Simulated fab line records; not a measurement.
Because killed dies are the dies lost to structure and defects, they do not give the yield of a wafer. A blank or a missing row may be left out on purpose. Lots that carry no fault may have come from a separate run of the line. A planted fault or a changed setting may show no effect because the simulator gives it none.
fab line records | flow sky130
record: lots: 5 wafers: 15 last_day: 50
route steps=708 shown METAL2@490 VIA2@507
lots that met no fault: taken from a fault-free run of the same line
start_h: start of the lot's first displayed wafer, in hours after the record's first day | wait_h: hours since the lot's step before | " same as the row above | L1.1+2: a single row standing in for several wafers | - either no value or no given start | * or withheld: withheld | < > ~ a bound
route shown NAME@n: a module of which the file shows steps, and the number in the route of the first | usual: mean/standard deviation of fault-free wafers | same: alike in all rows | chamber/n: place in a boat | sites: readings site by site | _std_site: standard deviation of those values | _edge_site: outer sites' mean less inner sites' | radius_mm: how far each site lies from the wafer's centre | mask NAME#n: copy n | behind: the most recent tool/chamber to have shaped the wafer | hold: why the lot was held/for how many hours/how that ended | device: whichever transistor did not switch (one of n, p or np) | end of line: tests of these same wafers at the route's end | where a step has no rows: the recipe by itself | killed: at the first sort, the dies lost to defects and structure; wafer yield is something else | map: per-die view of a wafer (x killed, . not killed, _ where there is no die)
set.NAME: the setting that was run; set.NAME@STEP: the one run at that earlier step | model.NAME: the simulator's own value behind a step, which no gauge read
lots at selected steps of the route; one table per step, one row per wafer
services: a tool's chamber out of use, with start hour (start_h, from the record's first day; less than 0 if before it), hours out, and reason
== steps ==
step: SKY_METAL2_DEHYDRATE_07
recipe: temp_c: 200 time_s: 60
usual: heater_power_total_W: 160.37/0.12 resist_line_temp_C: 23.00/0.1
columns lot.wafer tool chamber start_h wait_h heater_power_total_W resist_line_temp_C
L076.4 litho_track-01 0 813.07 12.3 160.35 23.02
L076.5 " 0 " " 160.58 23.03
L076.6 " 0 " " 160.48 22.84
L087.2 litho_track-04 0 898.42 12.8 160.18 22.96
L087.3 " 0 " " 160.49 22.92
L087.6 " 0 " " 160.64 22.95
L089.1 litho_track-02 0 912.47 11.5 160.52 23.00
L089.4 " 0 " " 160.32 22.95
L089.5 " 0 " " 160.29 22.93
L090.1 litho_track-02 0 917.37 11.1 160.22 23.12
L090.2 " 0 " " 160.33 22.97
L090.3 " 0 " " 160.37 23.12
L096.1 litho_track-04 0 973.59 11.8 160.52 23.04
L096.3 " 0 " " 160.48 23.10
L096.4 " 0 " " 160.64 23.10
step: SKY_METAL2_HMDS_08
recipe: prime_time_s: 60 prime_temp_c: 120
usual: resist_line_temp_C: 23.02/0.11
columns lot.wafer tool chamber start_h wait_h resist_line_temp_C
L076.4 litho_track-01 0 813.22 0.1 23.05
L076.5 " 0 " " 22.98
L076.6 " 0 " " 23.03
L087.2 litho_track-04 0 898.57 0.1 23.06
L087.3 " 0 " " 23.17
L087.6 " 0 " " 23.13
L089.1 litho_track-02 0 912.62 0.1 23.05
L089.4 " 0 " " 23.02
L089.5 " 0 " " 23.12
L090.1 litho_track-02 0 917.52 0.1 23.13
L090.2 " 0 " " 23.20
L090.3 " 0 " " 23.14
L096.1 litho_track-04 0 973.74 0.1 23.02
L096.3 " 0 " " 23.11
L096.4 " 0 " " 22.93
step: SKY_METAL2_COAT_09
recipe: resist: BARC temp_c: withheld time_s: withheld spin_rpm: 3000 resist_thk_nm: 60
usual: resist_line_temp_C: *
columns lot.wafer tool chamber start_h wait_h resist_line_temp_C
L076.4 litho_track-01 0 813.37 0.1 *
L076.5 " 0 " " *
L076.6 " 0 " " *
L087.2 litho_track-04 0 898.72 0.1 *
L087.3 " 0 " " *
L087.6 " 0 " " *
L089.1 litho_track-02 0 912.77 0.1 *
L089.4 " 0 " " *
L089.5 " 0 " " *
L090.1 litho_track-02 0 917.67 0.1 *
L090.2 " 0 " " *
L090.3 " 0 " " *
L096.1 litho_track-04 0 973.89 0.1 *
L096.3 " 0 " " *
L096.4 " 0 " " *
step: SKY_METAL2_COAT_10
recipe: resist: KrF-thick spin_rpm: 3000 resist_thk_nm: 450
usual: resist_line_temp_C: 23.02/0.1
columns lot.wafer tool chamber start_h wait_h resist_line_temp_C
L076.4 litho_track-01 0 - - 22.87
L076.5 " 0 " " 22.90
L076.6 " 0 " " 22.97
L087.2 litho_track-04 0 - - 22.98
L087.3 " 0 " " 22.92
L087.6 " 0 " " 22.78
L089.1 litho_track-02 0 - - 23.03
L089.4 " 0 " " 23.07
L089.5 " 0 " " 23.09
L090.1 litho_track-02 0 - - 22.95
L090.2 " 0 " " 23.04
L090.3 " 0 " " 22.84
L096.1 litho_track-04 0 - - 23.22
L096.3 " 0 " " 23.12
L096.4 " 0 " " 23.16
step: SKY_METAL2_SOFTBAKE_11
recipe: temp_c: 100 time_s: 90 resist: KrF-thick
usual: heater_power_total_W: 57.34/0.12 resist_line_temp_C: 23.01/0.11
columns lot.wafer tool chamber start_h wait_h heater_power_total_W resist_line_temp_C
L076.4 litho_track-01 0 - - 57.34 23.07
L076.5 " 0 " " 57.27 23.08
L076.6 " 0 " " 57.13 22.98
L087.2 litho_track-04 0 - - 57.36 23.13
L087.3 " 0 " " 57.37 23.31
L087.6 " 0 " " 57.51 23.11
L089.1 litho_track-02 0 - - 57.22 23.02
L089.4 " 0 " " 57.40 22.94
L089.5 " 0 " " 57.39 23.05
L090.1 litho_track-02 0 - - 57.53 23.14
L090.2 " 0 " " 57.33 22.99
L090.3 " 0 " " 57.46 23.02
L096.1 litho_track-04 0 - - 57.33 22.90
L096.3 " 0 " " 57.35 22.93
L096.4 " 0 " " 57.50 22.88
step: SKY_METAL2_EXPOSE_12
recipe: mask_id: MM2 na: 0.8 source_shape: annular sigma_inner: 0.55 sigma_outer: 0.85 target_cd_nm: 140 dose_mj: 28
usual: reticle_temp_C: 23.01/0.098
columns lot.wafer tool chamber start_h wait_h mask reticle_temp_C
L076.4 krf_scanner-01 0 - - MM2#0 23.14
L076.5 " 0 " " MM2#0 22.95
L076.6 " 0 " " MM2#0 22.96
L087.2 krf_scanner-02 0 - - MM2#0 22.83
L087.3 " 0 " " MM2#0 22.96
L087.6 " 0 " " MM2#0 22.83
L089.1 krf_scanner-01 0 - - MM2#0 23.12
L089.4 " 0 " " MM2#0 23.01
L089.5 " 0 " " MM2#0 23.12
L090.1 krf_scanner-01 0 - - MM2#0 23.11
L090.2 " 0 " " MM2#0 23.13
L090.3 " 0 " " MM2#0 23.06
L096.1 krf_scanner-01 0 - - MM2#0 22.91
L096.3 " 0 " " MM2#0 22.88
L096.4 " 0 " " MM2#0 22.93
step: SKY_METAL2_PEB_13
recipe: peb_temp_c: withheld peb_time_s: withheld resist: KrF-thick
usual: resist_line_temp_C: *
columns lot.wafer tool chamber start_h wait_h resist_line_temp_C
L076.4 litho_track-01 0 - - *
L076.5 " 0 " " *
L076.6 " 0 " " *
L087.2 litho_track-01 0 - - *
L087.3 " 0 " " *
L087.6 " 0 " " *
L089.1 litho_track-01 0 - - *
L089.4 " 0 " " *
L089.5 " 0 " " *
L090.1 litho_track-01 0 - - *
L090.2 " 0 " " *
L090.3 " 0 " " *
L096.1 litho_track-02 0 - - *
L096.3 " 0 " " *
L096.4 " 0 " " *
step: SKY_METAL2_DEVELOP_14
recipe: develop_time_s: 60 resist: KrF-thick dev_temp_c: 21
usual: resist_line_temp_C: 22.99/0.1
columns lot.wafer tool chamber start_h wait_h resist_line_temp_C
L076.4 litho_track-01 0 - - 23.07
L076.5 " 0 " " 23.13
L076.6 " 0 " " 23.06
L087.2 litho_track-01 0 - - 22.99
L087.3 " 0 " " 23.05
L087.6 " 0 " " 23.08
L089.1 litho_track-01 0 - - 22.98
L089.4 " 0 " " 22.93
L089.5 " 0 " " 22.99
L090.1 litho_track-01 0 - - 22.85
L090.2 " 0 " " 22.72
L090.3 " 0 " " 22.99
L096.1 litho_track-02 0 - - 22.99
L096.3 " 0 " " 22.95
L096.4 " 0 " " 22.79
step: SKY_METAL2_CD_MEAS_15
recipe: target_cd_nm: 140
usual: cd_nm: 139.6/1.9
columns lot.wafer tool chamber start_h wait_h cd_nm
L076.4 cd_sem-01 - 826.86 - 138.5
L076.5 " - " " 137.2
L076.6 " - " " 137.9
L087.2 cd_sem-01 - 911.22 - 137.7
L087.3 " - " " 136.2
L087.6 " - " " 137.2
L089.1 cd_sem-01 - 926.35 - 139.0
L089.4 " - " " 139.4
L089.5 " - " " 141.3
L090.1 cd_sem-01 - 930.85 - 140.5
L090.2 " - " " 139.6
L090.3 " - " " 140.3
L096.1 cd_sem-02 - 985.32 - 144.4
L096.3 " - " " 142.0
L096.4 " - " " 141.0
step: SKY_METAL2_OVL_MEAS_16
usual: METAL2_OVL: -1/5.4
columns lot.wafer tool chamber start_h wait_h METAL2_OVL[nm]
L076.4 overlay-02 - 826.94 0.1 1
L076.5 " - " " 5
L076.6 " - " " 1
L087.2 overlay-02 - 911.32 0.1 -5
L087.3 " - " " 0
L087.6 " - " " -3
L089.1 overlay-02 - 926.47 0.1 7
L089.4 " - " " -10
L089.5 " - " " 2
L090.1 overlay-01 - 930.97 0.1 3
L090.2 " - " " -6
L090.3 " - " " 2
L096.1 overlay-01 - 985.44 0.1 -6
L096.3 " - " " -9
L096.4 " - " " 0
step: SKY_METAL2_DESCUM_17
recipe: chemistry: O2 source_power_w: 150 bias_power_w: 0 pressure_mtorr: 10 temp_c: 40 time_s: 8
usual: drypump_motor_current_A: 6.0/0.49 oes_product_au: 0.997/0.01
columns lot.wafer tool chamber start_h wait_h drypump_motor_current_A oes_product_au rf_hours_counter_h
L076.4 rie_metal-01 1 826.96 0.0 6.5 0.996 -
L076.5 " 1 " " 6.5 1.003 -
L076.6 " 0 " " 6.4 1.014 -
L087.2 rie_metal-01 1 911.35 0.0 6.5 0.996 10
L087.3 " 0 " " 6.3 0.996 -
L087.6 " 0 " " 6.3 1.000 -
L089.1 rie_metal-02 1 926.50 0.0 5.2 0.990 14
L089.4 " 1 " " 5.2 1.015 -
L089.5 " 0 " " 5.6 0.987 -
L090.1 rie_metal-03 0 931.00 0.0 5.5 1.013 10
L090.2 " 1 " " 6.2 0.992 6
L090.3 " 1 " " 6.2 0.992 -
L096.1 rie_metal-02 0 985.48 0.0 5.6 0.995 19
L096.3 " 1 " " 5.2 0.989 -
L096.4 " 0 " " 5.6 0.991 -
step: SKY_METAL2_ETCH_18
recipe: chemistry: N2/H2 target: BARC ion_energy_ev: 200 bias_w: 100 pressure_mtorr: 30 n2_flow_sccm: 100 h2_flow_sccm: 200 icp_w: 500 stop_on: SiO2 time_s: 45.9 target_depth_a: 600
usual: drypump_motor_current_A: 6.0/0.49 oes_product_au: 0.855/0.0045 throttle_valve_pct: 13.225/0.0088
columns lot.wafer tool chamber start_h wait_h drypump_motor_current_A oes_product_au rf_hours_counter_h throttle_valve_pct
L076.4 rie_metal-01 1 827.01 0.0 6.5 0.848 - 13.228
L076.5 " 1 " " 6.5 0.850 - 13.231
L076.6 " 0 " " 6.3 0.854 - 13.229
L087.2 rie_metal-01 1 911.39 0.0 6.5 0.857 10 13.232
L087.3 " 0 " " 6.4 0.865 - 13.233
L087.6 " 0 " " 6.3 0.860 - 13.212
L089.1 rie_metal-02 1 926.54 0.0 5.2 0.854 14 13.229
L089.4 " 1 " " 5.2 0.854 - 13.230
L089.5 " 0 " " 5.6 0.848 - 13.228
L090.1 rie_metal-03 0 931.04 0.0 5.5 0.859 10 13.225
L090.2 " 1 " " 6.2 0.861 6 13.218
L090.3 " 1 " " 6.2 0.862 - 13.232
L096.1 rie_metal-02 0 985.51 0.0 5.6 0.856 19 13.237
L096.3 " 1 " " 5.2 0.854 - 13.216
L096.4 " 0 " " 5.6 0.863 - 13.234
step: SKY_METAL2_METAL_ETCH_19
recipe: target_depth_a: 3600 stop_on: SiO2 over_etch_frac: 0.3 time_s: 78 chemistry: Cl2/BCl3 resist_sidewall_deg: 88 pressure_mtorr: 10 icp_w: 900 bias_w: 48.5 Cl2_flow_sccm: 60 bcl3_flow_sccm: 30
usual: drypump_motor_current_A: 6.0/0.49 oes_product_au: 0.854/0.0057 throttle_valve_pct: 22.265/0.01
columns lot.wafer tool chamber start_h wait_h drypump_motor_current_A oes_product_au rf_hours_counter_h throttle_valve_pct
L076.4 rie_metal-01 1 827.08 0.1 6.5 0.858 - 22.284
L076.5 " 1 " " 6.5 0.859 - 22.272
L076.6 " 0 " " 6.3 0.865 - 22.266
L087.2 rie_metal-01 1 911.45 0.0 6.5 0.846 10 22.281
L087.3 " 0 " " 6.4 0.852 - 22.272
L087.6 " 0 " " 6.3 0.849 - 22.281
L089.1 rie_metal-02 1 926.60 0.0 5.2 0.851 14 22.269
L089.4 " 1 " " 5.2 0.856 - 22.264
L089.5 " 0 " " 5.6 0.851 - 22.274
L090.1 rie_metal-03 0 931.10 0.0 5.6 0.861 10 22.257
L090.2 " 1 " " 6.2 0.848 6 22.260
L090.3 " 1 " " 6.2 0.857 - 22.260
L096.1 rie_metal-02 0 985.57 0.0 5.6 0.852 19 22.271
L096.3 " 1 " " 5.2 0.856 - 22.257
L096.4 " 0 " " 5.6 0.853 - 22.259
step: SKY_METAL2_STRIP_20
recipe: chemistry: O2/N2 power_w: 1400 pressure_mtorr: 1500 platen_temp_c: withheld o2_flow_sccm: 3000 n2_flow_sccm: 300 overash_fraction: 0.5
usual: drypump_motor_current_A: 5.7/0.51 oes_product_au: 0.344/0.0048 strip_time_to_endpoint_s: 2.71/0.048
columns lot.wafer tool chamber start_h wait_h drypump_motor_current_A oes_product_au rf_hours_counter_h strip_time_to_endpoint_s
L076.4 plasma_asher-03 0 827.17 0.1 5.4 0.352 - 2.80
L076.5 " 0 " " 5.4 0.352 - 2.80
L076.6 " 1 " " 5.4 0.341 - 2.69
L087.2 plasma_asher-03 0 911.54 0.1 5.4 0.350 16 2.74
L087.3 " 1 " " 5.4 0.344 - 2.70
L087.6 " 1 " " 5.3 0.345 - 2.74
L089.1 plasma_asher-04 1 926.69 0.1 5.8 0.353 49 2.66
L089.4 " 0 " " 4.7 0.343 - 2.69
L089.5 " 1 " " 5.8 0.349 - 2.75
L090.1 plasma_asher-02 0 931.19 0.1 6.4 0.343 74 2.64
L090.2 " 1 " " 6.0 0.344 74 2.74
L090.3 " 0 " " 6.4 0.345 - 2.74
L096.1 plasma_asher-03 0 985.66 0.1 5.4 0.342 24 2.73
L096.3 " 0 " " 5.4 0.339 - 2.68
L096.4 " 1 " " 5.4 0.345 - 2.73
step: SKY_METAL2_STRIP_21
recipe: chemistry: post_etch_residue_remover time_s: 1200 temp_c: 72.5
columns lot.wafer tool chamber start_h wait_h
L076.4+5+6 wet_bench-04 1 827.24 0.0
L087.2+3+6 wet_bench-02 1 911.64 0.1
L089.1+4+5 wet_bench-02 2 926.79 0.1
L090.1+2+3 wet_bench-02 2 931.29 0.1
L096.1+3+4 wet_bench-04 1 985.78 0.1
step: SKY_METAL2_CLEAN_22
recipe: chemistry: IPA time_s: 180 temp_c: 25
columns lot.wafer tool chamber start_h wait_h
L076.4+5+6 wet_bench-03 3 827.61 0.0
L087.2+3+6 wet_bench-02 3 912.01 0.0
L089.1+4+5 wet_bench-04 0 927.47 0.0
L090.1+2+3 wet_bench-03 1 931.97 0.0
L096.1+3+4 wet_bench-03 3 986.16 0.0
step: SKY_METAL2_CLEAN_23
recipe: chemistry: O3/DIW dry: n2_spin
columns lot.wafer tool chamber start_h wait_h
L076.4+5+6 wet_bench-04 2 827.74 0.0
L087.2+3+6 wet_bench-02 0 912.08 0.0
L089.1+4+5 wet_bench-03 2 927.53 0.0
L090.1+2+3 wet_bench-04 3 932.03 0.0
L096.1+3+4 wet_bench-03 1 986.22 0.0
step: SKY_VIA2_HDPCVD_00
recipe: material: SiO2 target_thk_nm: 1180 sigma_open_frac: 0.3 time_s: 196.7 temp_c: 400 sih4_flow_sccm: 60 pressure_mtorr: 6
usual: sih4_flow_sccm: 60.04/0.17
columns lot.wafer tool chamber start_h wait_h sih4_flow_sccm
L076.4 hdpcvd-02 0 827.90 0.1 59.89
L076.5 " 1 " " 59.92
L076.6 " 2 " " 60.41
L087.2 hdpcvd-02 0 912.18 0.0 59.96
L087.3 " 2 " " 60.14
L087.6 " 2 " " 60.18
L089.1 hdpcvd-01 0 927.62 0.0 59.96
L089.4 " 0 " " 59.75
L089.5 " 1 " " 60.10
L090.1 hdpcvd-01 2 932.12 0.0 60.19
L090.2 " 0 " " 60.06
L090.3 " 1 " " 59.99
L096.1 hdpcvd-01 2 986.32 0.0 59.81
L096.3 " 1 " " 60.18
L096.4 " 0 " " 59.97
step: SKY_VIA2_THK_MEAS_01
recipe: reads: SiO2_of_VIA2_HDPCVD_00
usual: VIA2_HDPCVD_THK: 1181/14
columns lot.wafer tool chamber start_h wait_h VIA2_HDPCVD_THK[nm]
L076.4 film_metro-01 - 828.00 0.0 1191
L076.5 " - " " 1178
L076.6 " - " " 1176
L087.2 film_metro-03 - 912.31 0.1 1188
L087.3 " - " " 1170
L087.6 " - " " 1163
L089.1 film_metro-04 - 927.75 0.1 1171
L089.4 " - " " 1168
L089.5 " - " " 1167
L090.1 film_metro-03 - 932.25 0.1 1180
L090.2 " - " " 1173
L090.3 " - " " 1173
L096.1 film_metro-04 - 986.44 0.1 1183
L096.3 " - " " 1183
L096.4 " - " " 1179
step: SKY_VIA2_CMP_02
recipe: material: SiO2 down_force_psi: 4 platen_rpm: 60 pad_velocity_m_s: 0.94248
usual: head_pressure_psi: 3.999/0.0087 motor_current_A: 13.1/1.1
columns lot.wafer tool chamber start_h wait_h head_pressure_psi motor_current_A
L076.4 cmp-02 1 828.24 0.2 4.002 12.7
L076.5 " 1 " " 4.010 13.0
L076.6 " 2 " " 3.995 13.1
L087.3 cmp-01 2 912.36 0.0 4.000 13.0
L087.2 " 1 " " 3.999 14.2
L087.6 " 3 " " 3.997 12.7
L089.1 cmp-01 3 927.86 0.1 3.995 11.6
L089.4 " 0 " " 3.994 13.4
L089.5 " 3 " " 4.008 12.0
L090.1 cmp-01 1 932.31 0.1 4.017 14.6
L090.2 " 2 " " 4.003 12.1
L090.3 " 0 " " 3.992 14.9
L096.1 cmp-02 1 986.70 0.2 3.994 12.9
L096.3 " 2 " " 4.002 12.5
L096.4 " 3 " " 3.988 11.4
step: SKY_VIA2_BOW_MEAS_03
recipe: mode: bow
usual: VIA2_BOW: 87/7.3
columns lot.wafer tool chamber start_h wait_h VIA2_BOW[um]
L076.4 film_metro-04 - 828.60 0.3 105
L076.5 " - " " 103
L076.6 " - " " 97
L087.2 film_metro-01 - 912.68 0.1 84
L087.3 " - " " 95
L087.6 " - " " 98
L089.1 film_metro-04 - 928.11 0.2 97
L089.4 " - " " 102
L089.5 " - " " 86
L090.1 film_metro-04 - 932.61 0.2 80
L090.2 " - " " 91
L090.3 " - " " 88
L096.1 film_metro-03 - 987.02 0.3 83
L096.3 " - " " 87
L096.4 " - " " 78
step: SKY_VIA2_DEHYDRATE_04
recipe: temp_c: 200 time_s: 60
usual: heater_power_total_W: 160.39/0.13 resist_line_temp_C: 22.99/0.11
columns lot.wafer tool chamber start_h wait_h heater_power_total_W resist_line_temp_C
L076.4 litho_track-01 0 840.97 12.3 160.40 22.93
L076.5 " 0 " " 160.31 22.86
L076.6 " 0 " " 160.36 22.86
L087.2 litho_track-01 0 925.22 12.5 160.51 22.98
L087.3 " 0 " " 160.30 22.98
L087.6 " 0 " " 160.27 23.05
L089.1 litho_track-03 0 940.16 12.0 160.41 23.17
L089.4 " 0 " " 160.33 23.03
L089.5 " 0 " " 160.47 23.05
L090.1 litho_track-03 0 944.61 12.0 160.53 22.61
L090.2 " 0 " " 160.35 22.90
L090.3 " 0 " " 160.40 22.77
L096.1 litho_track-04 0 997.84 10.8 160.48 22.91
L096.3 " 0 " " 160.27 22.90
L096.4 " 0 " " 160.62 22.79
step: SKY_VIA2_HMDS_05
recipe: prime_time_s: 60 prime_temp_c: 120
usual: resist_line_temp_C: 23.01/0.12
columns lot.wafer tool chamber start_h wait_h resist_line_temp_C
L076.4 litho_track-01 0 841.12 0.1 23.03
L076.5 " 0 " " 22.99
L076.6 " 0 " " 23.07
L087.2 litho_track-01 0 925.37 0.1 22.83
L087.3 " 0 " " 22.80
L087.6 " 0 " " 22.96
L089.1 litho_track-03 0 940.31 0.1 23.00
L089.4 " 0 " " 22.84
L089.5 " 0 " " 23.04
L090.1 litho_track-03 0 944.76 0.1 23.08
L090.2 " 0 " " 23.11
L090.3 " 0 " " 23.23
L096.1 litho_track-04 0 997.99 0.1 22.98
L096.3 " 0 " " 22.94
L096.4 " 0 " " 22.91
step: SKY_VIA2_COAT_06
recipe: resist: BARC temp_c: withheld time_s: withheld spin_rpm: 3000 resist_thk_nm: 60
usual: resist_line_temp_C: *
columns lot.wafer tool chamber start_h wait_h resist_line_temp_C
L076.4 litho_track-01 0 841.27 0.1 *
L076.5 " 0 " " *
L076.6 " 0 " " *
L087.2 litho_track-01 0 925.52 0.1 *
L087.3 " 0 " " *
L087.6 " 0 " " *
L089.1 litho_track-03 0 940.46 0.1 *
L089.4 " 0 " " *
L089.5 " 0 " " *
L090.1 litho_track-03 0 944.91 0.1 *
L090.2 " 0 " " *
L090.3 " 0 " " *
L096.1 litho_track-04 0 998.14 0.1 *
L096.3 " 0 " " *
L096.4 " 0 " " *
step: SKY_VIA2_COAT_07
recipe: resist: KrF-thick spin_rpm: 3000 resist_thk_nm: 450
usual: resist_line_temp_C: 22.98/0.1
columns lot.wafer tool chamber start_h wait_h resist_line_temp_C
L076.4 litho_track-01 0 - - 23.01
L076.5 " 0 " " 22.89
L076.6 " 0 " " 23.09
L087.2 litho_track-01 0 - - 22.88
L087.3 " 0 " " 22.99
L087.6 " 0 " " 22.87
L089.1 litho_track-03 0 - - 23.00
L089.4 " 0 " " 23.00
L089.5 " 0 " " 23.01
L090.1 litho_track-03 0 - - 23.18
L090.2 " 0 " " 23.14
L090.3 " 0 " " 22.98
L096.1 litho_track-04 0 - - 22.97
L096.3 " 0 " " 22.85
L096.4 " 0 " " 23.04
step: SKY_VIA2_SOFTBAKE_08
recipe: temp_c: 100 time_s: 90 resist: KrF-thick
usual: heater_power_total_W: 57.37/0.11 resist_line_temp_C: 23.02/0.1
columns lot.wafer tool chamber start_h wait_h heater_power_total_W resist_line_temp_C
L076.4 litho_track-01 0 - - 57.45 23.03
L076.5 " 0 " " 57.40 23.05
L076.6 " 0 " " 57.25 23.09
L087.2 litho_track-01 0 - - 57.45 23.00
L087.3 " 0 " " 57.32 22.99
L087.6 " 0 " " 57.57 23.09
L089.1 litho_track-03 0 - - 57.49 22.92
L089.4 " 0 " " 57.44 23.07
L089.5 " 0 " " 57.40 22.92
L090.1 litho_track-03 0 - - 57.27 22.95
L090.2 " 0 " " 57.38 22.91
L090.3 " 0 " " 57.32 23.01
L096.1 litho_track-04 0 - - 57.31 22.83
L096.3 " 0 " " 57.14 22.92
L096.4 " 0 " " 57.36 22.90
step: SKY_VIA2_EXPOSE_09
recipe: mask_id: VIM2 na: 0.8 source_shape: annular sigma_inner: 0.55 sigma_outer: 0.85 target_cd_nm: 200 dose_mj: 38
usual: reticle_temp_C: 23.02/0.11
columns lot.wafer tool chamber start_h wait_h mask reticle_temp_C
L076.4 krf_scanner-02 0 - - VIM2#0 23.13
L076.5 " 0 " " VIM2#0 23.16
L076.6 " 0 " " VIM2#0 23.22
L087.2 krf_scanner-02 0 - - VIM2#0 23.10
L087.3 " 0 " " VIM2#0 23.10
L087.6 " 0 " " VIM2#0 23.15
L089.1 krf_scanner-02 0 - - VIM2#0 22.92
L089.4 " 0 " " VIM2#0 22.87
L089.5 " 0 " " VIM2#0 22.94
L090.1 krf_scanner-01 0 - - VIM2#0 22.86
L090.2 " 0 " " VIM2#0 22.99
L090.3 " 0 " " VIM2#0 22.95
L096.1 krf_scanner-01 0 - - VIM2#0 22.70
L096.3 " 0 " " VIM2#0 22.91
L096.4 " 0 " " VIM2#0 22.89
step: SKY_VIA2_PEB_10
recipe: peb_temp_c: withheld peb_time_s: withheld resist: KrF-thick
usual: resist_line_temp_C: *
columns lot.wafer tool chamber start_h wait_h resist_line_temp_C
L076.4 litho_track-01 0 - - *
L076.5 " 0 " " *
L076.6 " 0 " " *
L087.2 litho_track-04 0 - - *
L087.3 " 0 " " *
L087.6 " 0 " " *
L089.1 litho_track-04 0 - - *
L089.4 " 0 " " *
L089.5 " 0 " " *
L090.1 litho_track-03 0 - - *
L090.2 " 0 " " *
L090.3 " 0 " " *
L096.1 litho_track-04 0 - - *
L096.3 " 0 " " *
L096.4 " 0 " " *
step: SKY_VIA2_DEVELOP_11
recipe: develop_time_s: 60 resist: KrF-thick dev_temp_c: 21
usual: resist_line_temp_C: 23.00/0.11
columns lot.wafer tool chamber start_h wait_h resist_line_temp_C
L076.4 litho_track-01 0 - - 23.00
L076.5 " 0 " " 23.11
L076.6 " 0 " " 23.14
L087.2 litho_track-04 0 - - 22.83
L087.3 " 0 " " 22.88
L087.6 " 0 " " 22.87
L089.1 litho_track-04 0 - - 22.82
L089.4 " 0 " " 22.86
L089.5 " 0 " " 22.71
L090.1 litho_track-03 0 - - 22.83
L090.2 " 0 " " 22.83
L090.3 " 0 " " 22.83
L096.1 litho_track-04 0 - - 22.83
L096.3 " 0 " " 23.10
L096.4 " 0 " " 23.01
step: SKY_VIA2_CD_MEAS_12
recipe: target_cd_nm: 200
usual: cd_nm: 200.7/1.8
columns lot.wafer tool chamber start_h wait_h cd_nm
L076.4 cd_sem-02 - 853.34 - 200.3
L076.5 " - " " 200.0
L076.6 " - " " 200.3
L087.2 cd_sem-02 - 937.91 - 198.5
L087.3 " - " " 198.8
L087.6 " - " " 196.9
L089.1 cd_sem-01 - 953.44 - 199.6
L089.4 " - " " 199.4
L089.5 " - " " 198.3
L090.1 cd_sem-01 - 957.56 - 197.8
L090.2 " - " " 196.8
L090.3 " - " " 196.5
L096.1 cd_sem-02 - 1010.04 - 203.1
L096.3 " - " " 203.1
L096.4 " - " " 203.7
step: SKY_VIA2_OVL_MEAS_13
usual: VIA2_OVL: 1/5.8
columns lot.wafer tool chamber start_h wait_h VIA2_OVL[nm]
L076.4 overlay-01 - 853.42 0.1 5
L076.5 " - " " 18
L076.6 " - " " 5
L087.2 overlay-01 - 938.02 0.1 -1
L087.3 " - " " 3
L087.6 " - " " -5
L089.1 overlay-02 - 953.56 0.1 3
L089.4 " - " " 1
L089.5 " - " " -7
L090.1 overlay-01 - 957.68 0.1 0
L090.2 " - " " -3
L090.3 " - " " 3
L096.1 overlay-01 - 1010.16 0.1 1
L096.3 " - " " -3
L096.4 " - " " -1
step: SKY_VIA2_ETCH_14
recipe: chemistry: N2/H2 target: BARC ion_energy_ev: 200 source_w: 500 bias_w: 100 pressure_mtorr: 30 n2_flow_sccm: 100 h2_flow_sccm: 200 stop_on: SiO2 time_s: 45.9 target_depth_a: 600
usual: drypump_motor_current_A: 5.8/0.44 oes_product_au: 0.854/0.0045 throttle_valve_pct: 13.225/0.0087
columns lot.wafer tool chamber start_h wait_h drypump_motor_current_A oes_product_au rf_hours_counter_h throttle_valve_pct
L076.4 rie_diel-03 3 853.43 0.0 5.7 0.848 14 13.222
L076.5 " 1 " " 5.5 0.860 - 13.227
L076.6 " 2 " " 5.7 0.852 - 13.213
L087.2 rie_diel-04 1 938.05 0.0 4.7 0.855 19 13.224
L087.3 " 3 " " 5.8 0.851 15 13.232
L087.6 " 1 " " 4.7 0.858 - 13.216
L089.1 rie_diel-04 2 953.60 0.0 6.2 0.849 6 13.232
L089.4 " 2 " " 6.3 0.854 - 13.225
L089.5 " 1 " " 4.7 0.852 - 13.222
L090.1 rie_diel-02 0 957.72 0.0 5.5 0.854 27 13.224
L090.2 " 1 " " 5.5 0.850 20 13.236
L090.3 " 3 " " 5.6 0.854 25 13.237
L096.1 rie_diel-04 1 1010.20 0.0 4.7 0.856 22 13.237
L096.3 " 2 " " 6.2 0.843 8 13.236
L096.4 " 3 " " 5.8 0.855 17 13.229
step: SKY_VIA2_ETCH_15
recipe: target: SiO2 chemistry: C4F8/O2/Ar target_depth_nm: 546 stop_on: TiN mask_material: KrF-thick source_w: 1500 bias_w: 1200 pressure_mtorr: 40 c4f8_flow_sccm: withheld O2_flow_sccm: 6 Ar_flow_sccm: 300 time_s: 84
usual: oes_product_au: 0.941/0.0042
columns lot.wafer tool chamber start_h wait_h oes_product_au rf_hours_counter_h
L076.4 rie_diel-03 3 853.48 0.0 0.940 14
L076.5 " 1 " " 0.938 -
L076.6 " 2 " " 0.938 -
L087.2 rie_diel-04 1 938.09 0.0 0.933 19
L087.3 " 3 " " 0.937 15
L087.6 " 1 " " 0.944 -
L089.1 rie_diel-04 2 953.64 0.0 0.947 6
L089.4 " 2 " " 0.939 -
L089.5 " 1 " " 0.938 -
L090.1 rie_diel-02 0 957.76 0.0 0.941 27
L090.2 " 1 " " 0.940 20
L090.3 " 3 " " 0.936 25
L096.1 rie_diel-04 1 1010.24 0.0 0.943 22
L096.3 " 2 " " 0.938 8
L096.4 " 3 " " 0.947 17
== services ==
columns tool chamber start_h hours kind
cmp-01 - 804.65 1.5 repair
krf_scanner-02 - 810.15 1.0 pm
rie_diel-04 3 820.79 5.2 repair
krf_scanner-01 - 824.78 0.8 pm
krf_scanner-01 - 834.36 1.0 pm
krf_scanner-01 - 837.41 72.0 pm
rie_diel-04 3 839.37 5.7 repair
krf_scanner-02 - 905.59 0.7 repair
krf_scanner-01 - 909.41 1.3 pm
krf_scanner-02 - 909.42 1.9 repair
krf_scanner-01 - 915.24 0.5 repair
rie_metal-02 - 920.07 4.3 pm
krf_scanner-01 - 924.29 2.7 repair
krf_scanner-02 - 929.71 1.3 pm
wet_bench-03 - 936.82 4.1 repair
krf_scanner-02 - 943.13 0.8 pm
rie_metal-01 - 959.68 2.8 pm
krf_scanner-02 - 979.15 1.0 pm
rie_metal-02 - 986.70 15.6 pm
rie_diel-04 3 989.69 9.6 repair
rie_diel-04 1 991.24 2.2 repair
krf_scanner-01 - 993.58 0.8 pm
rie_metal-02 - 1002.30 1.4 pm
krf_scanner-01 - 1003.32 1.0 pm
== key ==
fault none
